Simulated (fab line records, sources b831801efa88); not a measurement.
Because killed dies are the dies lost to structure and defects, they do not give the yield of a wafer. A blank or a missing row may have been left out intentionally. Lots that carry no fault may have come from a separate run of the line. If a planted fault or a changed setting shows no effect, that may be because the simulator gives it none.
fab line records + flow sky130
record:
- lots: 7
- wafers: 21
- last_day: 50
route steps=708 shown RES_XHIGH@339 SD_N@342
lots that met no fault: from a run of the same line without faults
start_h: start of the lot's first displayed wafer, in hours after the record's first day + wait_h: time in hours since the lot's previous step + " as in the row above + L1.1+2: one row covering several wafers at once + - no value present, or no start provided + * or withheld: withheld + < > ~ a bound
route shown NAME@n: a module of which the file shows steps, and the number in the route of the first + usual: mean/standard deviation taken from wafers without a fault + same: alike in all rows + chamber/n: place in a boat + sites: the reading at each site + _std_site: their standard deviation + _edge_site: mean of outer sites minus mean of inner sites + radius_mm: for every site, how far away it sits from the centre of the wafer + mask NAME#n: copy n + behind: tool/chamber where the wafer was last shaped + hold: why the lot was held/for how many hours/how that ended + device: whichever transistor did not switch (one of n, p or np) + end of line: the tests these same wafers got at the end of their route + a step without rows: its recipe alone + killed: at the first sort, the dies lost to defects and structure; wafer yield is something else + map: shows each die of a wafer: x if killed, . if not, _ if none is there
set.NAME: the setting as run; set.NAME@STEP: as run at that earlier step + model.NAME: the simulator's own value behind a step, which no gauge read
certain route steps with their lots: each step a table, each wafer a row
services: when a tool's chamber went out of use (start_h, in hours from the record's first day, below 0 if earlier), for how many hours, and the reason
== steps ==
step: SKY_RES_XHIGH_IMPLANT_07
recipe:
- species: BF2
- energy_kev: 20
- dose_cm2: 3.6e+14
- tilt_deg: 0
step: SKY_RES_XHIGH_STRIP_08
recipe:
- chemistry: O2/N2
- power_w: 1400
- pressure_mtorr: 1500
- platen_temp_c: withheld
- o2_flow_sccm: 3000
- n2_flow_sccm: 300
- overash_fraction: 0.5
usual:
- drypump_motor_current_A: 5.2/0.48
- n2_flow_sccm: 300.1/0.86
- oes_product_au: 0.711/0.0045
- strip_time_to_endpoint_s: 14.28/0.038
same:
- overash_fraction: 0.5
| lot.wafer | tool            | chamber | start_h | wait_h | drypump_motor_current_A | n2_flow_sccm | oes_product_au | rf_hours_counter_h | strip_time_to_endpoint_s |
|-----------|-----------------|---------|---------|--------|-------------------------|--------------|----------------|--------------------|--------------------------|
| L121.2    | plasma_asher-04 | 0       | 615.08  | 0.1    | 5.4                     | 299.4        | 0.714          | 19                 | 14.27                    |
| L121.3    | "               | 1       | "       | "      | 5.3                     | 301.3        | 0.717          | -                  | 14.28                    |
| L121.4    | "               | 0       | "       | "      | 5.4                     | 300.8        | 0.723          | -                  | 14.26                    |
| L123.1    | plasma_asher-02 | 0       | 639.10  | 0.1    | 4.8                     | 300.2        | 0.712          | 78                 | 14.35                    |
| L123.2    | "               | 1       | "       | "      | 4.8                     | 299.5        | 0.715          | 78                 | 14.39                    |
| L123.5    | "               | 1       | "       | "      | 4.8                     | 299.5        | 0.707          | -                  | 14.33                    |
| L125.2    | plasma_asher-02 | 0       | 656.30  | 0.1    | 4.8                     | 299.8        | 0.715          | 80                 | 14.26                    |
| L125.4    | "               | 0       | "       | "      | 4.8                     | 299.8        | 0.710          | -                  | 14.23                    |
| L125.5    | "               | 1       | "       | "      | 4.8                     | 301.2        | 0.713          | -                  | 14.24                    |
| L124.2    | plasma_asher-02 | 0       | 657.18  | 0.1    | 4.8                     | 300.1        | 0.714          | 80                 | 14.19                    |
| L124.3    | "               | 0       | "       | "      | 4.8                     | 300.4        | 0.708          | -                  | 14.24                    |
| L124.5    | "               | 0       | "       | "      | 4.8                     | 299.9        | 0.715          | -                  | 14.25                    |
| L127.1    | plasma_asher-02 | 1       | 661.80  | 0.1    | 4.9                     | 301.9        | 0.708          | 80                 | 14.25                    |
| L127.2    | "               | 0       | "       | "      | 4.8                     | 298.8        | 0.714          | 80                 | 14.24                    |
| L127.6    | "               | 1       | "       | "      | 4.8                     | 300.3        | 0.713          | -                  | 14.26                    |
| L141.1    | plasma_asher-03 | 0       | 773.34  | 0.1    | 6.1                     | 299.5        | 0.704          | 69                 | 14.32                    |
| L141.4    | "               | 1       | "       | "      | 5.0                     | 300.8        | 0.705          | -                  | 14.30                    |
| L141.6    | "               | 1       | "       | "      | 5.0                     | 300.0        | 0.710          | -                  | 14.31                    |
| L143.2    | plasma_asher-03 | 0       | 784.38  | 0.1    | 6.1                     | 300.2        | 0.712          | 70                 | 14.24                    |
| L143.4    | "               | 1       | "       | "      | 5.0                     | 300.6        | 0.719          | -                  | 14.25                    |
| L143.6    | "               | 1       | "       | "      | 5.0                     | 299.7        | 0.717          | -                  | 14.24                    |
step: SKY_RES_XHIGH_TW_MEAS_09
usual:
- RES_XHIGH_TW: 1649/13
| lot.wafer | tool          | chamber | start_h | wait_h | RES_XHIGH_TW |
|-----------|---------------|---------|---------|--------|--------------|
| L121.2    | film_metro-04 | -       | 615.19  | 0.1    | 1630         |
| L121.3    | "             | -       | "       | "      | 1631         |
| L121.4    | "             | -       | "       | "      | 1634         |
| L123.1    | film_metro-03 | -       | 639.20  | 0.1    | 1657         |
| L123.2    | "             | -       | "       | "      | 1654         |
| L123.5    | "             | -       | "       | "      | 1658         |
| L125.2    | film_metro-04 | -       | 656.41  | 0.1    | 1631         |
| L125.4    | "             | -       | "       | "      | 1627         |
| L125.5    | "             | -       | "       | "      | 1621         |
| L124.2    | film_metro-04 | -       | 657.29  | 0.1    | 1637         |
| L124.3    | "             | -       | "       | "      | 1630         |
| L124.5    | "             | -       | "       | "      | 1628         |
| L127.1    | film_metro-03 | -       | 661.90  | 0.1    | 1658         |
| L127.2    | "             | -       | "       | "      | 1652         |
| L127.6    | "             | -       | "       | "      | 1656         |
| L141.1    | film_metro-02 | -       | 773.44  | 0.1    | 1656         |
| L141.4    | "             | -       | "       | "      | 1650         |
| L141.6    | "             | -       | "       | "      | 1646         |
| L143.2    | film_metro-03 | -       | 784.49  | 0.1    | 1660         |
| L143.4    | "             | -       | "       | "      | 1665         |
| L143.6    | "             | -       | "       | "      | 1675         |
step: SKY_SD_N_DEHYDRATE_00
recipe:
- temp_c: 200
- time_s: 60
step: SKY_SD_N_HMDS_01
recipe:
- prime_time_s: 60
- prime_temp_c: 120
step: SKY_SD_N_COAT_02
recipe:
- resist: NOVOLAK
- spin_rpm: 3000
- resist_thk_nm: 1140
step: SKY_SD_N_SOFTBAKE_03
recipe:
- temp_c: 90
- time_s: 60
- resist: NOVOLAK
step: SKY_SD_N_EXPOSE_04
recipe:
- mask_id: NSDM
- na: 0.6
- source_shape: conventional
- sigma_outer: 0.6
- polarization: unpolarized
- target_cd_nm: 380
- dose_mj: 141
step: SKY_SD_N_PEB_05
recipe:
- temp_c: withheld
- time_s: *
- resist: NOVOLAK
step: SKY_SD_N_DEVELOP_06
recipe:
- resist: NOVOLAK
- developer: TMAH
- develop_time_s: 60
- dev_temp_c: 23
step: SKY_SD_N_CD_MEAS_07
recipe:
- target_cd_nm: 380
usual:
- cd_nm: 379.7/2.7
| lot.wafer | tool      | chamber | start_h | wait_h | cd_nm |
|-----------|-----------|---------|---------|--------|-------|
| L121.2    | cd_sem-01 | -       | 643.90  | 0.1    | 377.1 |
| L121.3    | "         | -       | "       | "      | 378.2 |
| L121.4    | "         | -       | "       | "      | 376.4 |
| L123.1    | cd_sem-02 | -       | 667.28  | 0.1    | 373.9 |
| L123.2    | "         | -       | "       | "      | 374.8 |
| L123.5    | "         | -       | "       | "      | 371.4 |
| L125.2    | cd_sem-01 | -       | 683.70  | 0.1    | 379.4 |
| L125.4    | "         | -       | "       | "      | 381.3 |
| L125.5    | "         | -       | "       | "      | 376.8 |
| L124.2    | cd_sem-02 | -       | 684.90  | 0.1    | 380.2 |
| L124.3    | "         | -       | "       | "      | 380.4 |
| L124.5    | "         | -       | "       | "      | 381.5 |
| L127.1    | cd_sem-02 | -       | 688.73  | 0.1    | 377.8 |
| L127.2    | "         | -       | "       | "      | 378.9 |
| L127.6    | "         | -       | "       | "      | 379.9 |
| L141.1    | cd_sem-01 | -       | 799.83  | 0.1    | 379.6 |
| L141.4    | "         | -       | "       | "      | 377.8 |
| L141.6    | "         | -       | "       | "      | 380.6 |
| L143.2    | cd_sem-01 | -       | 809.91  | 0.1    | 382.6 |
| L143.4    | "         | -       | "       | "      | 383.4 |
| L143.6    | "         | -       | "       | "      | 383.2 |
step: SKY_SD_N_OVL_MEAS_08
usual:
- SD_N_OVL: 0.4/1.5
| lot.wafer | tool       | chamber | start_h | wait_h | SD_N_OVL[nm] |
|-----------|------------|---------|---------|--------|--------------|
| L121.2    | overlay-01 | -       | 644.00  | 0.1    | -1.6         |
| L121.3    | "          | -       | "       | "      | -1.0         |
| L121.4    | "          | -       | "       | "      | 0.6          |
| L123.1    | overlay-01 | -       | 667.40  | 0.1    | 0.1          |
| L123.2    | "          | -       | "       | "      | -0.3         |
| L123.5    | "          | -       | "       | "      | -0.1         |
| L125.2    | overlay-01 | -       | 683.80  | 0.1    | -1.0         |
| L125.4    | "          | -       | "       | "      | 1.5          |
| L125.5    | "          | -       | "       | "      | 0.3          |
| L124.2    | overlay-02 | -       | 685.00  | 0.1    | 0.5          |
| L124.3    | "          | -       | "       | "      | -1.2         |
| L124.5    | "          | -       | "       | "      | -1.5         |
| L127.1    | overlay-01 | -       | 688.85  | 0.1    | -1.3         |
| L127.2    | "          | -       | "       | "      | -1.4         |
| L127.6    | "          | -       | "       | "      | 0.7          |
| L141.1    | overlay-01 | -       | 799.95  | 0.1    | 0.9          |
| L141.4    | "          | -       | "       | "      | 3.9          |
| L141.6    | "          | -       | "       | "      | 1.6          |
| L143.2    | overlay-02 | -       | 810.01  | 0.1    | 2.8          |
| L143.4    | "          | -       | "       | "      | 3.5          |
| L143.6    | "          | -       | "       | "      | 2.7          |
step: SKY_SD_N_IMPLANT_09
recipe:
- species: As
- energy_kev: 50
- dose_cm2: 4e+15
- tilt_deg: 0
usual:
- beam_energy_keV: 50.002/0.015
- beam_on_s: 19/3.1
- end_station_pressure_torr: 1.29e-05/2e-06
| lot.wafer | tool         | chamber | start_h | wait_h | beam_energy_keV | beam_on_s | end_station_pressure_torr |
|-----------|--------------|---------|---------|--------|-----------------|-----------|---------------------------|
| L121.2    | implanter-04 | 0       | 644.06  | 0.0    | 50.002          | 19        | 1.23e-05                  |
| L121.3    | "            | 0       | "       | "      | 49.998          | 19        | 1.31e-05                  |
| L121.4    | "            | 0       | "       | "      | 49.983          | 18        | 1.23e-05                  |
| L123.1    | implanter-01 | 0       | 667.43  | 0.0    | 50.005          | 15        | 1.48e-05                  |
| L123.2    | "            | 0       | "       | "      | 49.993          | 15        | 1.48e-05                  |
| L123.5    | "            | 0       | "       | "      | 50.006          | 16        | 1.52e-05                  |
| L125.2    | implanter-04 | -       | 683.86  | 0.0    | -               | -         | -                         |
| L125.4    | "            | -       | "       | "      | -               | -         | -                         |
| L125.5    | "            | -       | "       | "      | -               | -         | -                         |
| L124.2    | implanter-01 | -       | 685.06  | 0.0    | -               | -         | -                         |
| L124.3    | "            | -       | "       | "      | -               | -         | -                         |
| L124.5    | "            | -       | "       | "      | -               | -         | -                         |
| L127.1    | implanter-04 | -       | 688.88  | 0.0    | -               | -         | -                         |
| L127.2    | "            | -       | "       | "      | -               | -         | -                         |
| L127.6    | "            | -       | "       | "      | -               | -         | -                         |
| L141.1    | implanter-01 | 0       | 799.98  | 0.0    | 50.012          | 16        | 1.68e-05                  |
| L141.4    | "            | 0       | "       | "      | 50.000          | 16        | 1.55e-05                  |
| L141.6    | "            | 0       | "       | "      | 49.996          | 16        | 1.58e-05                  |
| L143.2    | implanter-03 | 0       | 810.07  | 0.0    | 49.997          | 23        | 1.09e-05                  |
| L143.4    | "            | 0       | "       | "      | 50.014          | 22        | 1.09e-05                  |
| L143.6    | "            | 0       | "       | "      | 49.998          | 23        | 1.09e-05                  |
step: SKY_SD_N_IMPLANT_10
recipe:
- species: P
- energy_kev: 20
- dose_cm2: 1e+14
- tilt_deg: 0
step: SKY_SD_N_STRIP_11
recipe:
- chemistry: O2/N2
- power_w: 1400
- pressure_mtorr: 1500
- platen_temp_c: withheld
- o2_flow_sccm: 3000
- n2_flow_sccm: 300
- overash_fraction: 0.5
usual:
- drypump_motor_current_A: 5.2/0.37
- n2_flow_sccm: 300.0/0.86
- oes_product_au: 0.527/0.005
- strip_time_to_endpoint_s: 22.55/0.042
same:
- overash_fraction: 0.5
| lot.wafer | tool            | chamber | start_h | wait_h | drypump_motor_current_A | n2_flow_sccm | oes_product_au | rf_hours_counter_h | strip_time_to_endpoint_s |
|-----------|-----------------|---------|---------|--------|-------------------------|--------------|----------------|--------------------|--------------------------|
| L121.2    | plasma_asher-01 | 1       | 644.33  | 0.1    | 5.7                     | 300.7        | 0.522          | 95                 | 22.53                    |
| L121.3    | "               | 0       | "       | "      | 5.8                     | 299.0        | 0.538          | -                  | 22.50                    |
| L121.4    | "               | 1       | "       | "      | 5.6                     | 301.3        | 0.533          | -                  | 22.54                    |
| L123.1    | plasma_asher-04 | 1       | 667.73  | 0.1    | 5.3                     | 301.4        | 0.519          | 24                 | 22.54                    |
| L123.2    | "               | 0       | "       | "      | 5.4                     | 298.5        | 0.523          | 24                 | 22.59                    |
| L123.5    | "               | 1       | "       | "      | 5.3                     | 300.1        | 0.526          | -                  | 22.63                    |
| L125.2    | plasma_asher-01 | 0       | 684.13  | 0.1    | 5.9                     | 299.3        | 0.724          | 99                 | 14.25                    |
| L125.4    | "               | 1       | "       | "      | 5.7                     | 299.6        | 0.726          | -                  | 14.22                    |
| L125.5    | "               | 0       | "       | "      | 5.9                     | 299.0        | 0.715          | -                  | 14.23                    |
| L124.2    | plasma_asher-02 | 1       | 685.33  | 0.1    | 4.8                     | 300.6        | 0.721          | 82                 | 14.16                    |
| L124.3    | "               | 0       | "       | "      | 4.8                     | 300.0        | 0.703          | -                  | 14.22                    |
| L124.5    | "               | 0       | "       | "      | 4.9                     | 299.9        | 0.712          | -                  | 14.18                    |
| L127.1    | plasma_asher-01 | 1       | 689.18  | 0.1    | 5.7                     | 299.4        | 0.711          | 99                 | 14.23                    |
| L127.2    | "               | 0       | "       | "      | 5.9                     | 298.3        | 0.715          | 99                 | 14.20                    |
| L127.6    | "               | 0       | "       | "      | 5.9                     | 298.4        | 0.715          | -                  | 14.29                    |
| L141.1    | plasma_asher-02 | 0       | 800.28  | 0.1    | 4.8                     | 299.2        | 0.522          | 93                 | 22.55                    |
| L141.4    | "               | 1       | "       | "      | 4.8                     | 300.2        | 0.526          | -                  | 22.60                    |
| L141.6    | "               | 1       | "       | "      | 4.8                     | 300.0        | 0.522          | -                  | 22.60                    |
| L143.2    | plasma_asher-04 | 1       | 810.34  | 0.1    | 5.3                     | 299.0        | 0.535          | 38                 | 22.50                    |
| L143.4    | "               | 1       | "       | "      | 5.3                     | 299.7        | 0.522          | -                  | 22.57                    |
| L143.6    | "               | 0       | "       | "      | 5.4                     | 298.7        | 0.527          | -                  | 22.57                    |
step: SKY_SD_N_TW_MEAS_12
usual:
- SD_N_TW: 3994/30
| lot.wafer | tool          | chamber | start_h | wait_h | SD_N_TW |
|-----------|---------------|---------|---------|--------|---------|
| L121.2    | film_metro-04 | -       | 644.44  | 0.1    | 3970    |
| L121.3    | "             | -       | "       | "      | 3971    |
| L121.4    | "             | -       | "       | "      | 3975    |
| L123.1    | film_metro-02 | -       | 667.83  | 0.1    | 4013    |
| L123.2    | "             | -       | "       | "      | 4021    |
| L123.5    | "             | -       | "       | "      | 4014    |
| L125.2    | film_metro-03 | -       | 684.24  | 0.1    | 1401    |
| L125.4    | "             | -       | "       | "      | 1398    |
| L125.5    | "             | -       | "       | "      | 1402    |
| L124.2    | film_metro-03 | -       | 685.44  | 0.1    | 1388    |
| L124.3    | "             | -       | "       | "      | 1402    |
| L124.5    | "             | -       | "       | "      | 1393    |
| L127.1    | film_metro-03 | -       | 689.28  | 0.1    | 1399    |
| L127.2    | "             | -       | "       | "      | 1399    |
| L127.6    | "             | -       | "       | "      | 1399    |
| L141.1    | film_metro-03 | -       | 800.38  | 0.1    | 4045    |
| L141.4    | "             | -       | "       | "      | 4026    |
| L141.6    | "             | -       | "       | "      | 4064    |
| L143.2    | film_metro-04 | -       | 810.45  | 0.1    | 3925    |
| L143.4    | "             | -       | "       | "      | 3943    |
| L143.6    | "             | -       | "       | "      | 3949    |
step: SKY_SD_N_CLEAN_13
recipe:
- chemistry: SC1/SC2
- mix: 1:4:20
- temp_c: 70
- time_s: 150
- dry: n2_spin
step: SKY_SD_N_RTA_14
recipe:
- temp_c: 1075
- time_s: 2
- idle_temp_c: 650
- ramp_up_c_per_s: 150
- ramp_down_c_per_s: 90
- ambient: N2
usual:
- lamp_power_pct: 15.73/0.052
- ramp_up_c_per_s: 150.00/0.024
- wafer_temp_C_max: 1078.1/1.3
| lot.wafer | tool          | chamber | start_h | wait_h | lamp_power_pct | ramp_up_c_per_s | wafer_temp_C_max |
|-----------|---------------|---------|---------|--------|----------------|-----------------|------------------|
| L121.2    | rtp_anneal-02 | 0       | 644.55  | 0.0    | 15.66          | 150.00          | 1078.6           |
| L121.3    | "             | 0       | "       | "      | 15.76          | 149.97          | 1078.2           |
| L121.4    | "             | 0       | "       | "      | 15.73          | 149.98          | 1080.4           |
| L123.1    | rtp_anneal-02 | 0       | 667.94  | 0.0    | 15.72          | 150.00          | 1077.8           |
| L123.2    | "             | 0       | "       | "      | 15.71          | 150.05          | 1080.6           |
| L123.5    | "             | 0       | "       | "      | 15.71          | 149.96          | 1078.6           |
| L125.2    | rtp_anneal-02 | 0       | 684.35  | 0.0    | 15.72          | 149.99          | 1079.9           |
| L125.4    | "             | 0       | "       | "      | 15.72          | 150.01          | 1078.3           |
| L125.5    | "             | 0       | "       | "      | 15.68          | 149.99          | 1077.2           |
| L124.2    | rtp_anneal-01 | 0       | 685.55  | 0.0    | 15.75          | 150.00          | 1078.0           |
| L124.3    | "             | 0       | "       | "      | 15.71          | 149.97          | 1078.7           |
| L124.5    | "             | 0       | "       | "      | 15.63          | 150.03          | 1078.3           |
| L127.1    | rtp_anneal-02 | 0       | 689.53  | 0.0    | 15.69          | 149.99          | 1079.1           |
| L127.2    | "             | 0       | "       | "      | 15.76          | 149.99          | 1078.2           |
| L127.6    | "             | 0       | "       | "      | 15.61          | 149.99          | 1076.5           |
| L141.1    | rtp_anneal-02 | 0       | 800.54  | 0.0    | 15.75          | 149.98          | 1075.8           |
| L141.4    | "             | 0       | "       | "      | 15.69          | 149.97          | 1077.4           |
| L141.6    | "             | 0       | "       | "      | 15.78          | 149.99          | 1079.6           |
| L143.2    | rtp_anneal-02 | 0       | 810.56  | 0.0    | 15.72          | 150.01          | 1078.6           |
| L143.4    | "             | 0       | "       | "      | 15.67          | 149.97          | 1078.5           |
| L143.6    | "             | 0       | "       | "      | 15.64          | 150.01          | 1076.1           |
step: SKY_SD_N_RS_MEAS_16
recipe:
- thk_meas_gauge: four-point-probe
usual:
- SD_N_RS: 68.51/0.16
| lot.wafer | tool          | chamber | start_h | wait_h | SD_N_RS[ohm/sq] |
|-----------|---------------|---------|---------|--------|-----------------|
| L121.2    | film_metro-04 | -       | 644.74  | 0.1    | 68.48           |
| L121.3    | "             | -       | "       | "      | 68.64           |
| L121.4    | "             | -       | "       | "      | 68.73           |
| L123.1    | film_metro-04 | -       | 668.12  | 0.1    | 68.85           |
| L123.2    | "             | -       | "       | "      | 68.74           |
| L123.5    | "             | -       | "       | "      | 68.70           |
| L125.2    | film_metro-04 | -       | 684.54  | 0.1    | 437.89          |
| L125.4    | "             | -       | "       | "      | 440.15          |
| L125.5    | "             | -       | "       | "      | 438.61          |
| L124.2    | film_metro-04 | -       | 685.74  | 0.1    | 441.50          |
| L124.3    | "             | -       | "       | "      | 441.02          |
| L124.5    | "             | -       | "       | "      | 441.07          |
| L127.1    | film_metro-02 | -       | 689.71  | 0.1    | 438.56          |
| L127.2    | "             | -       | "       | "      | 439.04          |
| L127.6    | "             | -       | "       | "      | 439.26          |
| L141.1    | film_metro-02 | -       | 800.72  | 0.1    | 68.41           |
| L141.4    | "             | -       | "       | "      | 68.37           |
| L141.6    | "             | -       | "       | "      | 68.39           |
| L143.2    | film_metro-02 | -       | 810.75  | 0.1    | 68.49           |
| L143.4    | "             | -       | "       | "      | 68.34           |
| L143.6    | "             | -       | "       | "      | 68.35           |
== services ==
| tool            | chamber | start_h | hours | kind       |
|-----------------|---------|---------|-------|------------|
| plasma_asher-03 | -       | 615.88  | 0.7   | repair     |
| implanter-03    | -       | 650.81  | 2.6   | repair     |
| implanter-03    | -       | 678.91  | 6.4   | pm         |
| plasma_asher-02 | -       | 679.76  | 4.4   | repair     |
| plasma_asher-02 | -       | 698.93  | 2.8   | pm         |
| implanter-01    | -       | 724.44  | 2.2   | repair     |
| implanter-01    | -       | 726.84  | 2.5   | pm         |
| implanter-01    | -       | 729.90  | 2.3   | repair     |
| plasma_asher-01 | -       | 733.79  | 9.0   | pm         |
| plasma_asher-01 | 0       | 733.79  | 9.0   | vent_cycle |
| plasma_asher-01 | 1       | 733.79  | 9.0   | vent_cycle |
| plasma_asher-01 | 0       | 742.79  | -     | clean      |
| plasma_asher-01 | 1       | 742.79  | -     | clean      |
| plasma_asher-04 | -       | 791.74  | 1.2   | repair     |
| plasma_asher-02 | -       | 809.08  | 1.4   | repair     |
== key ==
first_sign:
- step: SKY_SD_N_IMPLANT_09
- reading: tool_record
- direction: missing
effect:
- step: SKY_SD_N_STRIP_11
- reading: strip_time_to_endpoint_s
- direction: down
- sigmas: 99+
- usual: *
- struck: *
effect:
- step: SKY_SD_N_TW_MEAS_12
- reading: SD_N_TW
- direction: down
- sigmas: 86
- usual: 3994
- struck: 1398
effect:
- step: SKY_SD_N_RS_MEAS_16
- reading: SD_N_RS
- direction: up
- sigmas: 99+
- usual: 68.51
- struck: 439.68
met_at SKY_SD_N_IMPLANT_09
struck_wafers L124.2,L124.3,L124.5,L125.2,L125.4,L125.5,L127.1,L127.2,L127.6
later_rows_left_out L124.2,L124.3,L124.5,L125.2,L125.4,L125.5,L127.1,L127.2,L127.6
sort_left_out L124.2,L124.3,L124.5,L125.2,L125.4,L125.5,L127.1,L127.2,L127.6
tester_left_out L124,L125,L127
onset_between 667.43 683.86
fault:
- kind: skipped_step_whole
- tool: implanter-01,implanter-04
- chamber: -
- onset_h: 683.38
- steps: SKY_SD_N_IMPLANT_09
- scope: struck_lots_only
tester_left_out: of these lots the tester's yield and bins aren't shown, on N5 and GAA mostly nor the transistor test; their killed dies are dies lost to structure and defects alone, not to doping, threshold or leakage, so they don't give the yield
sort_left_out: the simulated sort isn't trusted on such a fault, so these wafers' sort isn't shown, and their yield isn't known
later_rows_left_out: the simulator's readings of these wafers behind a module that went badly wrong aren't trusted and aren't shown, but for the sort
